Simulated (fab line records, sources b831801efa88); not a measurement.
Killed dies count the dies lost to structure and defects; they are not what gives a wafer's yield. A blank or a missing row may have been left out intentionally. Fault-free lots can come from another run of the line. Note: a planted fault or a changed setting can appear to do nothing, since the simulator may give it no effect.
fab line records    flow sky130
record: lots: 5  wafers: 15  last_day: 50
route steps=708 shown SD_P@324 RES_XHIGH@332
lots with no fault: from the same line, run without faults
start_h: hours from the record's opening day to when the first of the lot's shown wafers began    wait_h: hours from the lot's prior step to this one    " as in the row above    L1.1+2: several wafers, shown together as one row    - no value, or no start was given    * or withheld: withheld    < > ~ a bound
route shown NAME@n: a module of which the file shows steps, and the number in the route of the first    usual: mean/standard deviation of fault-free wafers    same: alike in all rows    chamber/n: place in a boat    sites: per-site readings    _std_site: standard deviation across them    _edge_site: the outer-site mean with the inner-site mean subtracted    radius_mm: how far each site lies from the wafer's centre    mask NAME#n: copy n    behind: the most recent tool/chamber to have shaped the wafer    hold: why the lot was held/for how many hours/how that ended    device: the n, p or np transistor that did not switch    end of line: the route-end tests of the same wafers    a step without rows: its recipe alone    killed: dies that structure and defects cost at the first sort, which is not the same as the wafer's yield    map: the dies of a wafer, with x for killed, . for not killed, _ for no die there
set.NAME: the setting the step ran with; set.NAME@STEP: the setting that earlier step ran with    model.NAME: the simulator's own value behind a step, which no gauge read
lots seen at some steps along the route; tables by step, rows by wafer
services: the hour from which a tool's chamber was out of use, counted from the record's first day as start_h (under 0 if before that day), plus the number of hours and why
== steps ==
step: SKY_SD_P_EXPOSE_04
recipe: mask_id: PSDM  na: 0.6  source_shape: conventional  sigma_outer: 0.6  polarization: unpolarized  target_cd_nm: 380  dose_mj: 138
step: SKY_SD_P_PEB_05
recipe: temp_c: withheld  time_s: *  resist: NOVOLAK
step: SKY_SD_P_DEVELOP_06
recipe: resist: NOVOLAK  developer: TMAH  develop_time_s: 60  dev_temp_c: 23
step: SKY_SD_P_CD_MEAS_07
recipe: target_cd_nm: 380
usual: cd_nm: 380.1/2.4
lot.wafer  tool       chamber  start_h  wait_h  cd_nm
L861.1     cd_sem-01  -        589.95   0.1     378.5
L861.2     "          -        "        "       376.7
L861.6     "          -        "        "       380.0
L862.3     cd_sem-02  -        599.56   0.1     383.2
L862.4     "          -        "        "       381.0
L862.5     "          -        "        "       381.8
L866.2     cd_sem-02  -        661.83   0.1     381.5
L866.5     "          -        "        "       379.1
L866.6     "          -        "        "       380.0
L877.2     cd_sem-01  -        750.63   0.1     379.0
L877.4     "          -        "        "       376.9
L877.6     "          -        "        "       378.7
L881.1     cd_sem-01  -        776.08   0.2     380.8
L881.2     "          -        "        "       379.9
L881.6     "          -        "        "       379.9
step: SKY_SD_P_OVL_MEAS_08
usual: SD_P_OVL: -0.7/1.5
lot.wafer  tool        chamber  start_h  wait_h  SD_P_OVL[nm]
L861.1     overlay-01  -        590.07   0.1     -1.7
L861.2     "           -        "        "       0.1
L861.6     "           -        "        "       1.2
L862.3     overlay-01  -        599.65   0.1     -0.9
L862.4     "           -        "        "       -0.2
L862.5     "           -        "        "       -0.1
L866.2     overlay-01  -        661.94   0.1     -2.1
L866.5     "           -        "        "       -2.3
L866.6     "           -        "        "       -0.9
L877.2     overlay-02  -        750.74   0.1     -2.0
L877.4     "           -        "        "       -0.6
L877.6     "           -        "        "       -2.3
L881.1     overlay-01  -        776.20   0.1     -1.5
L881.2     "           -        "        "       -1.3
L881.6     "           -        "        "       -0.5
step: SKY_SD_P_IMPLANT_09
recipe: species: BF2  energy_kev: 20  dose_cm2: 3e+15  tilt_deg: 0
step: SKY_SD_P_STRIP_10
recipe: chemistry: O2/N2  power_w: 1400  pressure_mtorr: 1500  platen_temp_c: withheld  o2_flow_sccm: 3000  n2_flow_sccm: 300  overash_fraction: 0.5
usual: drypump_motor_current_A: 5.57/0.29  oes_product_au: 0.617/0.0046  strip_time_to_endpoint_s: 17.51/0.044
same: overash_fraction: 0.5
lot.wafer  tool             chamber  start_h  wait_h  drypump_motor_current_A  oes_product_au  rf_hours_counter_h  strip_time_to_endpoint_s
L861.1     plasma_asher-02  0        590.25   0.1     6.02                     0.615           16                  17.46
L861.2     "                1        "        "       5.03                     0.621           16                  17.48
L861.6     "                0        "        "       6.00                     0.610           -                   17.43
L862.3     plasma_asher-02  0        599.86   0.1     5.97                     0.614           -                   17.48
L862.4     "                1        "        "       4.99                     0.618           -                   17.48
L862.5     "                1        "        "       5.01                     0.623           -                   17.46
L866.2     plasma_asher-01  0        662.12   0.1     5.47                     0.625           85                  17.51
L866.5     "                0        "        "       5.48                     0.614           -                   17.52
L866.6     "                1        "        "       5.86                     0.615           -                   17.50
L877.2     plasma_asher-03  0        750.92   0.1     5.39                     0.620           63                  17.47
L877.4     "                1        "        "       5.49                     0.612           -                   17.56
L877.6     "                0        "        "       5.40                     0.625           -                   17.48
L881.1     plasma_asher-03  1        776.39   0.1     5.47                     0.614           66                  17.56
L881.2     "                0        "        "       5.39                     0.619           66                  17.57
L881.6     "                1        "        "       5.49                     0.620           -                   17.53
step: SKY_SD_P_TW_MEAS_11
usual: SD_P_TW: 2819/19
lot.wafer  tool           chamber  start_h  wait_h  SD_P_TW
L861.1     film_metro-03  -        590.35   0.1     2773
L861.2     "              -        "        "       2774
L861.6     "              -        "        "       2773
L862.3     film_metro-04  -        599.95   0.1     2831
L862.4     "              -        "        "       2819
L862.5     "              -        "        "       2813
L866.2     film_metro-02  -        662.23   0.1     2834
L866.5     "              -        "        "       2812
L866.6     "              -        "        "       2819
L877.2     film_metro-02  -        751.03   0.1     2840
L877.4     "              -        "        "       2866
L877.6     "              -        "        "       2837
L881.1     film_metro-03  -        776.49   0.1     2796
L881.2     "              -        "        "       2800
L881.6     "              -        "        "       2805
step: SKY_RES_XHIGH_DEHYDRATE_00
recipe: temp_c: 200  time_s: 60
step: SKY_RES_XHIGH_HMDS_01
recipe: prime_time_s: 60  prime_temp_c: 120
step: SKY_RES_XHIGH_COAT_02
recipe: resist: NOVOLAK  spin_rpm: 3000  resist_thk_nm: 1140
step: SKY_RES_XHIGH_SOFTBAKE_03
recipe: temp_c: 90  time_s: 60  resist: NOVOLAK
step: SKY_RES_XHIGH_EXPOSE_04
recipe: mask_id: URPM  na: 0.6  source_shape: conventional  sigma_outer: 0.6  polarization: unpolarized  target_cd_nm: 1270  dose_mj: 140
usual: focus_offset_nm: 0.1/0.57
lot.wafer  tool              chamber  start_h  wait_h  mask       focus_offset_nm
L861.1     iline_stepper-01  0        604.72   -       URPM#0     0.8
L861.2     "                 0        "        "       URPM#0     0.2
L861.6     "                 0        "        "       URPM#0     0.3
L862.3     iline_stepper-02  0        614.19   -       URPM#0     0.4
L862.4     "                 0        "        "       URPM#0     1.2
L862.5     "                 0        "        "       URPM#0     -0.5
L866.2     iline_stepper-02  0        675.96   -       URPM_R1#0  0.3
L866.5     "                 0        "        "       URPM_R1#0  0.4
L866.6     "                 0        "        "       URPM_R1#0  0.7
L877.2     iline_stepper-02  0        765.75   -       URPM#0     0.3
L877.4     "                 0        "        "       URPM#0     -0.2
L877.6     "                 0        "        "       URPM#0     0.0
L881.1     iline_stepper-01  0        789.01   -       URPM#0     -0.6
L881.2     "                 0        "        "       URPM#0     -0.2
L881.6     "                 0        "        "       URPM#0     0.7
step: SKY_RES_XHIGH_PEB_05
recipe: temp_c: withheld  time_s: *  resist: NOVOLAK
step: SKY_RES_XHIGH_DEVELOP_06
recipe: resist: NOVOLAK  developer: TMAH  develop_time_s: 58.99  dev_temp_c: 23
usual: developer_temp_C: 23.00/0.11
lot.wafer  tool            chamber  start_h  wait_h  developer_temp_C  model.RES_XHIGH.cd_nm
L861.1     litho_track-03  0        619.46   0.1     23.06             1268
L861.2     "               0        "        "       23.10             1268
L861.6     "               0        "        "       23.11             1269
L862.3     litho_track-01  0        628.76   0.1     22.74             1270
L862.4     "               0        "        "       22.71             1274
L862.5     "               0        "        "       22.84             1273
L866.2     litho_track-04  0        689.50   0.1     23.06             1458
L866.5     "               0        "        "       22.95             1459
L866.6     "               0        "        "       23.09             1459
L877.2     litho_track-01  0        777.39   0.1     22.83             1266
L877.4     "               0        "        "       22.90             1265
L877.6     "               0        "        "       22.82             1267
L881.1     litho_track-04  0        802.52   0.1     23.15             1273
L881.2     "               0        "        "       22.99             1271
L881.6     "               0        "        "       22.92             1273
step: SKY_RES_XHIGH_IMPLANT_07
recipe: species: BF2  energy_kev: 20  dose_cm2: 3.6e+14  tilt_deg: 0
== services ==
tool              chamber  start_h  hours  kind
iline_stepper-02  0        569.77   -      calibration
iline_stepper-02  -        594.62   1.7    pm
iline_stepper-01  -        622.01   1.7    pm
plasma_asher-01   -        634.97   14.6   pm
plasma_asher-03   -        668.13   0.4    repair
iline_stepper-02  -        716.65   10.2   repair
iline_stepper-01  0        729.73   -      calibration
plasma_asher-03   -        761.43   2.8    pm
plasma_asher-02   -        775.78   2.8    pm
iline_stepper-02  0        789.90   -      calibration
== key ==
first_sign: step: SKY_RES_XHIGH_EXPOSE_04  reading: mask  direction: changed
effect none on later readings
model_effect: step: SKY_RES_XHIGH_DEVELOP_06  value: RES_XHIGH.cd_nm  without: 1269  struck: 1459
met_at SKY_RES_XHIGH_EXPOSE_04
struck_wafers L866.2,L866.5,L866.6
sort_left_out L866.2,L866.5,L866.6
tester_left_out L866
onset_between 614.19 675.96
fault: kind: wrong_mask  tool: any  chamber: -  onset_h: 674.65  steps: SKY_RES_XHIGH_EXPOSE_04  aux_copy: URPM_R1#0  cd_offset_nm: 190  scope: struck_lots_only
tester_left_out: of these lots the tester's yield and bins aren't shown, on N5 and GAA mostly nor the transistor test; their killed dies are dies lost to structure and defects alone, not to doping, threshold or leakage, so they don't give the yield
sort_left_out: the simulated sort isn't trusted on such a fault, so these wafers' sort isn't shown, and their yield isn't known
